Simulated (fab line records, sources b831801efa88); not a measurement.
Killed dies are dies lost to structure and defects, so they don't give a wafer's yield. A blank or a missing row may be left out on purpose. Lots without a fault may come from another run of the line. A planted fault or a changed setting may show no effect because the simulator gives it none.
fab line records | flow gf180mcu
record lots=14 wafers=42 last_day=34
route steps=602 shown VT_IMPLANT@135 MVSD@136 NWELL@137 LVPWELL@138 M2@379 M3@410 PASSIVATION@598
lots that met no fault: from a run of the same line without faults
start_h: hours from the record's first day to the start of the lot's first wafer shown | wait_h: hours since the lot's step before | " the same as in the row above | L1.1+2: a row that stands for several wafers | - no value, or no start given | * or withheld: withheld | < > ~ a bound
route shown NAME@n: a module of which the file shows steps, and the number in the route of the first | usual: mean/standard deviation of fault-free wafers | same: alike in all rows | chamber/n: place in a boat | sites: the reading at each site | _std_site: their standard deviation | _edge_site: outer sites' mean less inner sites' | radius_mm: how far each site lies from the wafer's centre | mask NAME#n: copy n | behind: the tool/chamber that last shaped the wafer | hold: why the lot was held/for how many hours/how that ended | device: the transistor (n, p or np) that didn't switch | end of line: the same wafers' tests at the end of the route | a step without rows: its recipe alone | killed: dies lost to structure and defects at the first sort, not the wafer's yield | map: a wafer's dies, x killed, . not, _ none there
set.NAME: the setting as run; set.NAME@STEP: as run at that earlier step | model.NAME: the simulator's own value behind a step, which no gauge read
steps of the route over a sample of lots; a table a step, a row a wafer
services: from which hour (start_h, from the record's first day; less than 0 if before it) a tool's chamber was out of use, for how many hours, and why
## steps
# step GF_VT_IMPLANT_RTA_45
# recipe temp_c=1050 time_s=30 ambient=N2
# usual anneal_temp_c_max=1055.0/2 chamber_o2_ppm=2.002/0.022 lamp_power_pct=30.3/1.6 wafer_temp_C_max=1056.0/2
# columns lot.wafer tool chamber start_h wait_h anneal_temp_c_max chamber_o2_ppm lamp_power_pct wafer_temp_C_max
L342.3 rtp_anneal-01 0 157.32 0.0 1056.4 1.990 31.9 1056.3
L342.4 " 0 " " 1056.8 1.989 31.9 1056.7
L342.6 " 0 " " 1057.4 1.991 31.9 1058.8
L344.2 rtp_anneal-01 - 169.30 0.0 - - - -
L344.3 " - " " - - - -
L344.6 " - " " - - - -
L345.2 rtp_anneal-01 - 176.41 0.0 - - - -
L345.4 " - " " - - - -
L345.6 " - " " - - - -
L348.3 rtp_anneal-01 0 194.07 0.0 1056.4 2.005 31.9 1056.4
L348.4 " 0 " " 1055.8 1.984 31.9 1058.6
L348.5 " 0 " " 1055.7 2.040 31.9 1058.1
L350.1 rtp_anneal-02 0 208.99 0.0 1053.4 2.012 28.8 1052.9
L350.2 " 0 " " 1053.8 2.007 28.7 1054.2
L350.5 " 0 " " 1053.5 1.978 28.8 1055.3
L353.1 rtp_anneal-01 0 229.42 0.0 1055.8 1.989 31.9 1059.6
L353.2 " 0 " " 1057.4 2.004 31.9 1058.7
L353.6 " 0 " " 1057.9 1.957 31.9 1058.2
L354.1 rtp_anneal-02 0 235.05 0.0 1052.4 1.986 28.8 1054.6
L354.3 " 0 " " 1052.6 1.955 28.8 1054.9
L354.6 " 0 " " 1052.5 1.996 28.8 1055.5
L358.1 rtp_anneal-01 0 263.14 0.0 1057.5 2.002 31.9 1056.6
L358.2 " 0 " " 1057.8 2.023 31.9 1057.0
L358.3 " 0 " " 1056.8 2.029 32.0 1055.8
L359.2 rtp_anneal-01 0 270.27 0.0 1057.2 2.014 32.0 1055.5
L359.3 " 0 " " 1058.3 1.988 32.0 1055.3
L359.5 " 0 " " 1056.0 1.968 31.9 1057.1
L360.3 rtp_anneal-02 0 278.77 0.0 1053.1 1.988 28.7 1054.4
L360.5 " 0 " " 1052.6 2.023 28.7 1053.2
L360.6 " 0 " " 1052.4 1.998 28.7 1053.7
L361.3 rtp_anneal-02 0 291.72 0.0 1052.9 1.990 28.8 1053.6
L361.4 " 0 " " 1053.1 2.025 28.8 1053.7
L361.6 " 0 " " 1053.6 1.979 28.8 1054.0
L362.2 rtp_anneal-02 0 301.55 0.0 1053.0 1.977 28.8 1055.1
L362.3 " 0 " " 1053.1 1.988 28.7 1055.1
L362.6 " 0 " " 1052.2 2.007 28.7 1054.3
L364.1 rtp_anneal-02 0 310.41 0.0 1052.1 2.013 28.7 1056.1
L364.4 " 0 " " 1053.8 2.046 28.8 1054.6
L364.6 " 0 " " 1052.6 2.014 28.7 1055.6
L365.3 rtp_anneal-01 0 318.87 0.0 1056.5 1.980 31.9 1058.6
L365.4 " 0 " " 1058.1 2.000 31.9 1057.9
L365.6 " 0 " " 1055.2 1.995 31.9 1059.1
# step GF_VT_IMPLANT_RS_MEAS_46
# recipe thk_meas_gauge=four-point-probe
# usual MVSD_RS=456.4/1.3
# columns lot.wafer tool chamber start_h wait_h MVSD_RS[ohm/sq]
L342.3 film_metro-01 - 157.43 0.1 455.7
L342.4 " - " " 456.4
L342.6 " - " " 455.8
L344.2 film_metro-01 - 169.41 0.1 132.7
L344.3 " - " " 133.1
L344.6 " - " " 133.1
L345.2 film_metro-04 - 176.51 0.1 132.8
L345.4 " - " " 132.8
L345.6 " - " " 132.9
L348.3 film_metro-04 - 194.18 0.1 455.9
L348.4 " - " " 455.8
L348.5 " - " " 457.0
L350.1 film_metro-04 - 209.09 0.1 457.6
L350.2 " - " " 455.8
L350.5 " - " " 458.3
L353.1 film_metro-01 - 229.52 0.1 456.5
L353.2 " - " " 456.8
L353.6 " - " " 455.9
L354.1 film_metro-02 - 235.15 0.1 454.2
L354.3 " - " " 455.1
L354.6 " - " " 455.0
L358.1 film_metro-04 - 263.24 0.1 454.9
L358.2 " - " " 455.2
L358.3 " - " " 456.1
L359.2 film_metro-01 - 270.46 0.2 456.9
L359.3 " - " " 456.1
L359.5 " - " " 455.1
L360.3 film_metro-02 - 278.88 0.1 453.9
L360.5 " - " " 457.0
L360.6 " - " " 454.8
L361.3 film_metro-02 - 291.83 0.1 457.7
L361.4 " - " " 457.2
L361.6 " - " " 457.1
L362.2 film_metro-01 - 301.66 0.1 455.7
L362.3 " - " " 456.3
L362.6 " - " " 456.0
L364.1 film_metro-01 - 310.51 0.1 456.5
L364.4 " - " " 456.2
L364.6 " - " " 456.9
L365.3 film_metro-04 - 318.98 0.1 456.7
L365.4 " - " " 456.6
L365.6 " - " " 457.9
# step GF_VT_IMPLANT_RS_MEAS_47
# recipe thk_meas_gauge=four-point-probe
# usual NWELL_RS=487.2/1.2
# columns lot.wafer tool chamber start_h wait_h NWELL_RS[ohm/sq]
L342.3 film_metro-01 - 157.55 0.1 488.3
L342.4 " - " " 487.7
L342.6 " - " " 487.7
L344.2 film_metro-01 - 169.53 0.1 133.2
L344.3 " - " " 133.0
L344.6 " - " " 132.7
L345.2 film_metro-04 - 176.63 0.1 133.1
L345.4 " - " " 132.8
L345.6 " - " " 132.8
L348.3 film_metro-04 - 194.30 0.1 484.9
L348.4 " - " " 486.1
L348.5 " - " " 484.8
L350.1 film_metro-04 - 209.21 0.1 487.3
L350.2 " - " " 486.9
L350.5 " - " " 487.0
L353.1 film_metro-01 - 229.64 0.1 486.5
L353.2 " - " " 488.5
L353.6 " - " " 488.0
L354.1 film_metro-02 - 235.27 0.1 488.1
L354.3 " - " " 487.3
L354.6 " - " " 487.7
L358.1 film_metro-04 - 263.36 0.1 487.1
L358.2 " - " " 485.3
L358.3 " - " " 486.8
L359.2 film_metro-01 - 270.58 0.1 488.0
L359.3 " - " " 488.3
L359.5 " - " " 486.8
L360.3 film_metro-02 - 279.00 0.1 488.1
L360.5 " - " " 488.1
L360.6 " - " " 489.0
L361.3 film_metro-02 - 291.95 0.1 487.5
L361.4 " - " " 487.0
L361.6 " - " " 486.9
L362.2 film_metro-01 - 301.78 0.1 485.6
L362.3 " - " " 488.3
L362.6 " - " " 488.2
L364.1 film_metro-01 - 310.63 0.1 487.4
L364.4 " - " " 488.0
L364.6 " - " " 489.6
L365.3 film_metro-04 - 319.10 0.1 486.3
L365.4 " - " " 487.7
L365.6 " - " " 486.3
# step GF_VT_IMPLANT_RS_MEAS_48
# recipe thk_meas_gauge=four-point-probe
# usual LVPWELL_RS=1196/3.2
# columns lot.wafer tool chamber start_h wait_h LVPWELL_RS[ohm/sq]
L342.3 film_metro-01 - 157.67 0.1 1196
L342.4 " - " " 1196
L342.6 " - " " 1196
L344.2 film_metro-01 - 169.65 0.1 133
L344.3 " - " " 133
L344.6 " - " " 133
L345.2 film_metro-04 - 176.75 0.1 133
L345.4 " - " " 133
L345.6 " - " " 133
L348.3 film_metro-04 - 194.42 0.1 1198
L348.4 " - " " 1198
L348.5 " - " " 1197
L350.1 film_metro-04 - 209.33 0.1 1193
L350.2 " - " " 1196
L350.5 " - " " 1197
L353.1 film_metro-01 - 229.76 0.1 1203
L353.2 " - " " 1200
L353.6 " - " " 1198
L354.1 film_metro-02 - 235.39 0.1 1195
L354.3 " - " " 1198
L354.6 " - " " 1194
L358.1 film_metro-04 - 263.48 0.1 1198
L358.2 " - " " 1196
L358.3 " - " " 1198
L359.2 film_metro-01 - 270.70 0.1 1199
L359.3 " - " " 1204
L359.5 " - " " 1203
L360.3 film_metro-02 - 279.12 0.1 1197
L360.5 " - " " 1197
L360.6 " - " " 1196
L361.3 film_metro-02 - 292.07 0.1 1197
L361.4 " - " " 1201
L361.6 " - " " 1197
L362.2 film_metro-01 - 301.90 0.1 1193
L362.3 " - " " 1201
L362.6 " - " " 1201
L364.1 film_metro-01 - 310.75 0.1 1200
L364.4 " - " " 1202
L364.6 " - " " 1203
L365.3 film_metro-04 - 319.22 0.1 1193
L365.4 " - " " 1198
L365.6 " - " " 1202
# step GF_M2_STRIP_17
# recipe chemistry=O2/N2 power_w=1400 pressure_mtorr=1500 platen_temp_c=250 o2_flow_sccm=3000 n2_flow_sccm=300 overash_fraction=0.5
# usual drypump_motor_current_A=6.1/0.54 heater_power_w=334/17 n2_flow_sccm=300.1/1 oes_product_au=0.538/0.0051 platen_temp_c=250.00/0.16 strip_time_to_endpoint_s=7.41/0.047
# columns lot.wafer tool chamber start_h wait_h drypump_motor_current_A heater_power_w n2_flow_sccm oes_product_au platen_temp_c rf_hours_counter_h strip_time_to_endpoint_s
L342.3 plasma_asher-03 0 437.50 0.1 5.3 321 302.0 0.536 250.09 - 7.39
L342.4 " 1 " " 6.4 338 299.6 0.544 250.03 - 7.34
L342.6 " 1 " " 6.4 335 301.0 0.539 250.07 - 7.39
L348.3 plasma_asher-02 0 486.66 0.1 6.8 314 298.8 0.540 249.79 - 7.47
L348.4 " 1 " " 6.3 356 299.4 0.545 250.03 - 7.40
L348.5 " 1 " " 6.3 362 298.1 0.548 249.96 - 7.46
L350.1 plasma_asher-03 0 510.52 0.1 5.3 313 301.5 0.531 250.07 74 7.38
L350.2 " 1 " " 6.5 343 302.1 0.536 249.77 74 7.42
L350.5 " 0 " " 5.3 318 299.4 0.544 250.16 - 7.41
L353.1 plasma_asher-03 1 532.57 0.1 6.4 338 297.6 0.543 249.83 76 7.46
L353.2 " 0 " " 5.3 326 300.1 0.545 250.12 76 7.43
L353.6 " 1 " " 6.5 339 298.8 0.547 249.81 - 7.42
L354.1 plasma_asher-02 1 541.82 0.1 6.3 354 300.0 0.541 249.96 42 7.36
L354.3 " 1 " " 6.3 361 299.4 0.538 250.04 - 7.39
L354.6 " 1 " " 6.3 362 299.3 0.543 250.25 - 7.40
L358.1 plasma_asher-03 1 568.32 0.1 6.4 347 299.8 0.538 249.94 80 7.36
L358.2 " 0 " " 5.3 311 302.6 0.545 249.98 80 7.41
L358.3 " 0 " " 5.3 318 301.6 0.537 250.02 - 7.35
L359.2 plasma_asher-03 1 583.17 0.1 6.5 342 300.0 0.532 250.07 81 7.43
L359.3 " 0 " " 5.3 319 300.3 0.534 250.11 - 7.41
L359.5 " 1 " " 6.5 344 301.0 0.544 249.75 - 7.43
L360.3 plasma_asher-02 1 587.70 0.1 6.2 356 300.5 0.537 249.84 - 7.44
L360.5 " 0 " " 6.7 316 300.1 0.544 249.84 - 7.46
L360.6 " 1 " " 6.2 359 300.0 0.535 249.99 - 7.44
L361.3 plasma_asher-02 1 599.15 0.1 6.3 347 300.0 0.540 250.02 - 7.37
L361.4 " 0 " " 6.7 320 300.0 0.527 249.97 - 7.36
L361.6 " 1 " " 6.3 366 299.6 0.531 250.12 - 7.35
L362.2 plasma_asher-02 0 610.17 0.1 6.7 315 299.5 0.530 249.68 49 7.32
L362.3 " 1 " " 6.3 354 300.1 0.536 250.01 - 7.35
L362.6 " 0 " " 6.7 316 300.3 0.537 250.00 - 7.36
L364.1 plasma_asher-04 0 623.02 0.1 5.5 336 299.1 0.540 250.08 96 7.45
L364.4 " 1 " " 6.2 352 299.9 0.539 250.10 - 7.42
L364.6 " 0 " " 5.5 334 299.4 0.542 249.93 - 7.42
L365.3 plasma_asher-03 0 632.81 0.1 5.3 322 298.1 0.537 249.78 - 7.41
L365.4 " 1 " " 6.4 334 300.7 0.534 250.06 - 7.39
L365.6 " 0 " " 5.3 316 299.7 0.546 249.96 - 7.37
# step GF_M3_SPUTTER_01
# recipe material=TiN target_thk_nm=30 power_w=6500 time_s=25 chamber_pressure_pa=0.4
# usual throttle_valve_pct=30.2/0.95
# columns lot.wafer tool chamber start_h wait_h throttle_valve_pct
L342.3 pvd_sputter-02 - 463.78 0.1 30.1
L342.4 " - " " 29.2
L342.6 " - " " 30.0
L348.3 pvd_sputter-04 - 513.15 0.1 29.7
L348.4 " - " " 30.9
L348.5 " - " " 29.8
L350.1 pvd_sputter-02 - 535.75 0.1 29.9
L350.2 " - " " 28.5
L350.5 " - " " 29.7
L353.1 pvd_sputter-04 - 559.87 0.1 31.1
L353.2 " - " " 29.9
L353.6 " - " " 30.4
L354.1 pvd_sputter-02 - 567.76 0.1 29.2
L354.3 " - " " 29.9
L354.6 " - " " 29.9
L358.1 pvd_sputter-01 - 592.56 0.1 31.6
L358.2 " - " " 29.4
L358.3 " - " " 31.4
L359.2 pvd_sputter-04 - 607.00 0.1 30.8
L359.3 " - " " 30.5
L359.5 " - " " 30.3
L360.3 pvd_sputter-02 - 611.87 0.1 29.9
L360.5 " - " " 29.7
L360.6 " - " " 29.1
L361.3 pvd_sputter-01 - 623.24 0.1 31.4
L361.4 " - " " 30.8
L361.6 " - " " 31.5
L362.2 pvd_sputter-02 - 633.83 0.1 30.0
L362.3 " - " " 28.4
L362.6 " - " " 28.4
L364.1 pvd_sputter-04 - 645.14 0.1 30.2
L364.4 " - " " 29.1
L364.6 " - " " 29.6
L365.3 pvd_sputter-04 - 655.19 0.1 31.1
L365.4 " - " " 30.2
L365.6 " - " " 30.4
# step GF_PASSIVATION_ETCH_11
# recipe chemistry=CF4/O2 target_depth_nm=2040 stop_on=TiN source_w=800 bias_w=150 pressure_mtorr=150 cf4_flow_sccm=80 O2_flow_sccm=10 time_s=453.3
# usual drypump_motor_current_A=5.7/0.43 oes_product_au=0.990/0.0067 throttle_valve_pct=5.966/0.0097
# columns lot.wafer tool chamber start_h wait_h drypump_motor_current_A oes_product_au rf_hours_counter_h throttle_valve_pct
L342.3 rie_diel-01 3 672.23 - 5.0 0.996 34 5.968
L342.4 " 0 " " 6.4 0.985 22 5.969
L342.6 " 3 " " 5.0 0.994 - 5.964
L348.3 rie_diel-04 0 710.49 - 5.8 0.991 6 5.959
L348.4 " 2 " " 5.5 0.981 11 5.968
L348.5 " 1 " " 5.9 0.999 - 5.972
L350.1 rie_diel-01 2 727.88 - 5.7 0.990 31 5.974
L350.2 " 1 " " 5.6 0.991 12 5.981
L350.5 " 0 " " 6.3 0.988 - 5.953
L353.1 rie_diel-04 0 748.46 - 5.8 0.994 7 5.977
L353.2 " 3 " " 5.0 0.988 16 5.972
L353.6 " 0 " " 5.8 0.991 - 5.976
L354.1 rie_diel-01 1 753.08 - 5.6 0.989 13 5.980
L354.3 " 2 " " 5.7 0.976 33 5.966
L354.6 " 1 " " 5.6 0.989 - 5.970
L358.1 rie_diel-02 0 771.23 - 6.0 0.988 6 5.977
L358.2 " 1 " " 6.7 0.999 3 5.954
L358.3 " 2 " " 5.9 0.996 28 5.953
L359.2 rie_diel-01 0 781.34 - 6.4 0.989 27 5.947
L359.3 " 1 " " 5.6 0.987 14 5.953
L359.5 " 0 " " 6.3 0.997 - 5.970
L360.3 rie_diel-04 3 782.98 - 5.0 0.980 17 5.965
L360.5 " 1 " " 5.9 0.993 - 5.978
L360.6 " 2 " " 5.5 0.981 - 5.981
L361.3 rie_diel-02 1 792.43 - 6.7 0.995 3 5.980
L361.4 " 2 " " 5.9 0.996 29 5.961
L361.6 " 2 " " 5.9 0.993 - 5.955
L362.2 rie_diel-01 0 801.29 - 6.3 0.992 28 5.969
L362.3 " 2 " " 5.7 0.987 35 5.960
L362.6 " 1 " " 5.6 0.979 - 5.974
L364.1 rie_diel-04 0 810.69 - 5.8 0.984 10 5.955
L364.4 " 1 " " 5.9 0.993 7 5.967
L364.6 " 1 " " 5.9 0.991 - 5.973
L365.3 rie_diel-04 1 817.63 - 5.9 0.990 7 5.970
L365.4 " 2 " " 5.5 0.985 15 5.967
L365.6 " 2 " " 5.5 0.972 - 5.961
## services
# columns tool chamber start_h hours kind
rie_diel-01 2 140.25 53.8 repair
pvd_sputter-04 - 140.54 3.4 repair
plasma_asher-03 - 151.24 1.9 repair
rie_diel-01 1 156.66 9.0 repair
plasma_asher-02 - 176.74 6.5 pm
pvd_sputter-04 - 186.28 1.1 repair
rie_diel-01 - 189.97 2.8 pm
rie_diel-01 3 197.39 10.3 repair
plasma_asher-02 - 248.36 1.0 repair
plasma_asher-02 - 249.38 14.6 pm
rie_diel-04 2 264.06 3.1 repair
rie_diel-01 3 264.37 13.6 repair
plasma_asher-02 - 271.54 22.0 repair
rie_diel-01 0 272.79 9.1 repair
rie_diel-01 - 286.74 0.5 repair
rie_diel-04 - 299.21 1.0 repair
plasma_asher-03 - 301.28 14.6 pm
rie_diel-04 1 316.33 14.3 repair
pvd_sputter-02 - 337.11 0.6 repair
rie_diel-04 3 384.56 1.7 repair
plasma_asher-02 - 436.47 1.9 repair
rtp_anneal-02 - 692.20 4.9 pm
plasma_asher-03 - 771.65 0.8 repair
plasma_asher-03 - 777.94 40.7 repair
## key
first_sign step=GF_VT_IMPLANT_RTA_45 reading=tool_record direction=missing
effect step=GF_VT_IMPLANT_RS_MEAS_46 reading=MVSD_RS direction=down sigmas=99+ usual=456.4 struck=132.9
effect step=GF_VT_IMPLANT_RS_MEAS_47 reading=NWELL_RS direction=down sigmas=99+ usual=487.2 struck=132.9
effect step=GF_VT_IMPLANT_RS_MEAS_48 reading=LVPWELL_RS direction=down sigmas=99+ usual=1196 struck=133
met_at GF_VT_IMPLANT_RTA_45
struck_lots L344,L345
later_rows_left_out L344.2,L344.3,L344.6,L345.2,L345.4,L345.6
sort_left_out L344.2,L344.3,L344.6,L345.2,L345.4,L345.6
tester_left_out L344,L345
not_acting_at GF_M2_STRIP_17,GF_M3_SPUTTER_01,GF_PASSIVATION_ETCH_11
onset_between 157.32 169.30
fault kind=skipped_step_whole tool=rtp_anneal-01 chamber=- onset_h=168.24 steps=GF_VT_IMPLANT_RTA_45 scope=struck_lots_only
# tester_left_out: of these lots the tester's yield and bins aren't shown, on N5 and GAA mostly nor the transistor test; their killed dies are dies lost to structure and defects alone, not to doping, threshold or leakage, so they don't give the yield
# sort_left_out: the simulated sort isn't trusted on such a fault, so these wafers' sort isn't shown, and their yield isn't known
# later_rows_left_out: the simulator's readings of these wafers behind a module that went badly wrong aren't trusted and aren't shown, but for the sort
